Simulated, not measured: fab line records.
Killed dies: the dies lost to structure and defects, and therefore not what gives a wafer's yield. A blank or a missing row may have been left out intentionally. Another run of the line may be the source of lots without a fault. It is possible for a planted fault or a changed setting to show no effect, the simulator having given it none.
Which of the tools did it? ; flow gf180mcu ; Sampling: 14 lots, 42 wafers, 5 of 602 route steps

WHAT THE GAUGES SHOWED, per wafer
GF_V2_RS_MEAS_24: measurement is done with a four-point probe.
lot;measured;on;V2_W_RS (ohm/sq)
L317;day 20 09:01;film-metro-04;0.327 0.329 0.327
L319;day 21 02:38;film-metro-01;0.331 0.331 0.329
L320;day 21 16:55;film-metro-01;0.333 0.335 0.329
L321;day 22 04:57;film-metro-04;0.334 0.328 0.330
L326;day 23 14:18;film-metro-04;0.327 0.324 0.324
L328;day 24 12:25;film-metro-04;0.327 0.328 0.329
L329;day 24 18:30;film-metro-01;0.327 0.333 0.327
L330;day 24 23:35;film-metro-01;0.326 0.318 0.321
L331;day 25 10:40;film-metro-04;0.327 0.322 0.324
L332;day 25 14:53;film-metro-01;0.328 0.330 0.327
L336;day 27 04:45;film-metro-04;0.324 0.331 0.328
L337;day 27 07:05;film-metro-02;0.327 0.325 0.329
L338;day 27 09:30;film-metro-01;0.328 0.327 0.334
L339;day 27 18:46;film-metro-02;0.325 0.330 0.326

GF_M4_OVL_MEAS_15.
lot;measured;on;M4_OVL (nm)
L317;day 23 10:47;overlay-02;-1 6 -5
L319;day 24 03:48;overlay-02;5 0 -3
L320;day 24 17:30;overlay-02;8 2 -2
L321;day 25 03:54;overlay-02;-8 -7 -1
L326;day 26 11:30;overlay-01;13 14 13
L328;day 27 07:22;overlay-01;13 7 12
L329;day 27 12:49;overlay-02;3 4 3
L330;day 27 17:31;overlay-01;5 1 2
L331;day 28 04:10;overlay-02;0 -2 3
L332;day 28 07:16;overlay-02;11 13 10
L336;day 29 17:56;overlay-01;10 10 4
L337;day 29 21:59;overlay-02;9 6 -5
L338;day 29 23:39;overlay-01;8 9 7
L339;day 30 07:45;overlay-02;4 1 1

GF_PASSIVATION_THK_MEAS_03.
lot;measured;on;PASSIVATION_CVD_02_THK (nm)
L317;day 28 05:20;film-metro-01;690 701 708
L319;day 28 20:08;film-metro-04;688 693 704
L320;day 29 06:53;film-metro-01;700 700 694
L321;day 29 15:49;film-metro-02;691 688 705
L326;day 30 20:04;film-metro-02;708 693 717
L328;day 31 13:35;film-metro-02;976 985 976
L329;day 31 17:57;film-metro-01;983 985 998
L330;day 31 22:04;film-metro-02;689 704 700
L331;day 32 06:53;film-metro-02;696 698 701
L332;day 32 08:46;film-metro-02;694 701 711
L336;day 33 15:08;film-metro-02;702 702 708
L337;day 33 18:10;film-metro-01;689 701 708
L338;day 33 20:05;film-metro-04;687 689 706
L339;day 34 02:37;film-metro-04;694 688 701

WHICH TOOL RAN EACH LOT (tool, then ch and the chambers of the sampled wafers, then the start)
lot;GF_M2_STRIP_17;GF_PASSIVATION_CVD_02
L317;plasma-asher-01 ch 0,1, day 19 06:16;pecvd-01 ch 1,2, day 28 04:59
L319;plasma-asher-02 ch 0, day 20 00:52;pecvd-04 ch 0,1, day 28 19:51
L320;plasma-asher-04 ch 0,1, day 20 15:16;pecvd-03 ch 0,1,2, day 29 06:35
L321;plasma-asher-01 ch 0, day 21 03:58;pecvd-01 ch 0,2, day 29 15:32
L326;plasma-asher-04 ch 0,1, day 22 12:31;pecvd-01 ch 0,1,2, day 30 19:47
L328;plasma-asher-04 ch 0,1, day 23 11:38;pecvd-03 ch 0,1, day 31 13:17
L329;plasma-asher-04 ch 0,1, day 23 17:30;pecvd-03 ch 0,1,2, day 31 17:46
L330;plasma-asher-04 ch 0,1, day 23 23:47;pecvd-01 ch 0,1,2, day 31 21:46
L331;plasma-asher-02 ch 0,1, day 24 10:35;pecvd-01 ch 0,1,2, day 32 06:41
L332;plasma-asher-02 ch 0,1, day 24 14:54;pecvd-01 ch 1,2, day 32 08:28
L336;plasma-asher-04 ch 0,1, day 26 06:04;pecvd-04 ch 1,2, day 33 14:50
L337;plasma-asher-02 ch 0,1, day 26 07:22;pecvd-04 ch 0,1, day 33 17:52
L338;plasma-asher-04 ch 0,1, day 26 11:09;pecvd-01 ch 0,2, day 33 19:47
L339;plasma-asher-04 ch 0,1, day 26 21:22;pecvd-01 ch 0,1,2, day 34 02:19
- GF_M2_STRIP_17: strips in O2/N2.
- GF_PASSIVATION_CVD_02: deposits Si3N4, target thk 700 nm, time 486.18 s.

AS READ BY THE TOOLS THEMSELVES (means over the sampled wafers that have a number; for cases with no such wafer, the mark the record gives instead)
GF_M2_STRIP_17.
lot;tool;drypump-motor-current-A (A);heater-power-w (W);oes-product-au (a.u.);platen-temp-c (C);strip-time-to-endpoint-s (s)
L317;plasma-asher-01;5.2;355;0.541;250.02;7.42
L319;plasma-asher-02;6.3;326;0.534;250.19;7.38
L320;plasma-asher-04;5.3;381;0.540;250.05;7.43
L321;plasma-asher-01;5.9;368;0.537;250.07;7.38
L326;plasma-asher-04;5.0;345;0.539;250.11;7.40
L328;plasma-asher-04;5.0;347;0.539;249.98;7.39
L329;plasma-asher-04;5.0;350;0.538;249.92;7.42
L330;plasma-asher-04;5.0;347;0.541;249.90;7.39
L331;plasma-asher-02;6.2;326;0.540;249.97;7.37
L332;plasma-asher-02;6.0;324;0.534;250.06;7.39
L336;plasma-asher-04;5.3;381;0.536;249.93;7.36
L337;plasma-asher-02;6.1;330;0.536;249.85;7.37
L338;plasma-asher-04;5.0;343;0.537;250.04;7.36
L339;plasma-asher-04;5.3;384;0.545;249.81;7.47

GF_PASSIVATION_CVD_02.
lot;tool;heater-power-w (W)
L317;pecvd-01;665
L319;pecvd-04;707
L320;pecvd-03;669
L321;pecvd-01;699
L326;pecvd-01;729
L328;pecvd-03;671
L329;pecvd-03;628
L330;pecvd-01;692
L331;pecvd-01;726
L332;pecvd-01;711
L336;pecvd-04;610
L337;pecvd-04;643
L338;pecvd-01;731
L339;pecvd-01;702

THE ANSWER, worked out from the rows above alone
Rule: the usual values come from the lots themselves. Put in order of their means at a reading, lots are off if they are a third of the lots or fewer, leave a main group of 4 or more, and stand apart from it by a gap of 3 or more times the standard deviation of the main group's means; of several such gaps the widest counts. A main group is skipped when, at the precision printed for the reading in the tables above, its means are all equal. Also off: a lot with no number at a reading for which 4 or more lots have one. Any other lot the step has rows for is counted as sound. The gauges are gone through in route order, then the tools' own readings, and for those a lot's mean is taken as printed above. At the first step where some lot is off, the reading lying furthest off is the one used; lots without a number count as furthest.
Off: L328, L329, at GF_PASSIVATION_THK_MEAS_03 (PASSIVATION_CVD_02_THK). The main group has a mean of 699 nm with a standard deviation of 3.7.
If a tool, at a process step before that reading, ran all the lots that are off and no sound lot after the first of them, it fits. Those tools and the gauges at GF_PASSIVATION_THK_MEAS_03 are tried in the same way. One candidate fits, namely pecvd-03 at GF_PASSIVATION_CVD_02. Its last sound lot is L320 (day 29 06:35), its first lot that is off L328 (day 31 13:17): a fault that began between those two fits.

WHAT THE SIMULATOR HAD PUT IN
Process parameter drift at GF_PASSIVATION_CVD_02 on pecvd-03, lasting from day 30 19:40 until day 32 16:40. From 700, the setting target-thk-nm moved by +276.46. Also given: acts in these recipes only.
Struck lots among those shown: L328, L329. Same finding as the rule above.
